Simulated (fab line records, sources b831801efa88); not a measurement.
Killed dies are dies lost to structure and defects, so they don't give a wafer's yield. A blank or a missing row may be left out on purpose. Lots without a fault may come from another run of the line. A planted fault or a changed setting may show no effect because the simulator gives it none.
Chamber matching | flow sky130 | SKY_CONTACT_ETCH_17 on rie_diel-01: 4 sister chambers
The step etches SiO2 in C4F8/O2/Ar, stops on Si3N4, target depth 340 nm. 8 wafers are shown with their chamber, then 10 later ones without.

WAFERS WITH THEIR CHAMBER
wafer  | chamber | oes_product_au (a.u.)
L076.4 | 2       | 0.889
L080.2 | 2       | 0.889
L080.4 | 3       | 0.895
L081.2 | 0       | 0.891
L081.3 | 1       | 0.893
L081.4 | 3       | 0.899
L085.3 | 0       | 0.886
L085.4 | 1       | 0.893

WAFERS WITHOUT THEIR CHAMBER
wafer  | oes_product_au (a.u.)
L085.5 | 0.890
L090.2 | 0.898
L090.3 | 0.895
L090.4 | 0.889
L091.3 | 0.897
L091.5 | 0.896
L091.6 | 0.888
L093.3 | 0.892
L093.5 | 0.891
L093.6 | 0.891

WHICH CHAMBER EACH WENT THROUGH
wafer  | from the rows above               | in truth
L085.5 | can't be placed: 2 or 0 or 1      | 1
L090.2 | can't be placed: 3 or 1           | 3
L090.3 | can't be placed: 1 or 3 or 2 or 0 | 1
L090.4 | can't be placed: 2 or 0 or 1      | 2
L091.3 | can't be placed: 3 or 1           | 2
L091.5 | can't be placed: 3 or 1           | 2
L091.6 | can't be placed: 0 or 2 or 1      | 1
L093.3 | can't be placed: 1 or 2 or 0 or 3 | 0
L093.5 | can't be placed: 1 or 2 or 0 or 3 | 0
L093.6 | can't be placed: 1 or 2 or 0 or 3 | 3
Placed correctly: 0 of 10. Can't be placed from these rows: 10 (the true chamber is among the candidates in 8). Placed wrongly: 0.
How it was worked out, from the rows above alone: a wafer's distance from a chamber is the root of the sum, over the readings, of the square of ((its reading less the chamber's mean) divided by the reading's scatter). The wafer belongs to the nearest chamber; if the next one is less than 2 further off, it can't be placed. A chamber's mean is the mean of its shown wafers. The scatter: the root of (the sum of the squares of (reading less its chamber's mean) over the shown wafers, divided by (wafers less chambers)).
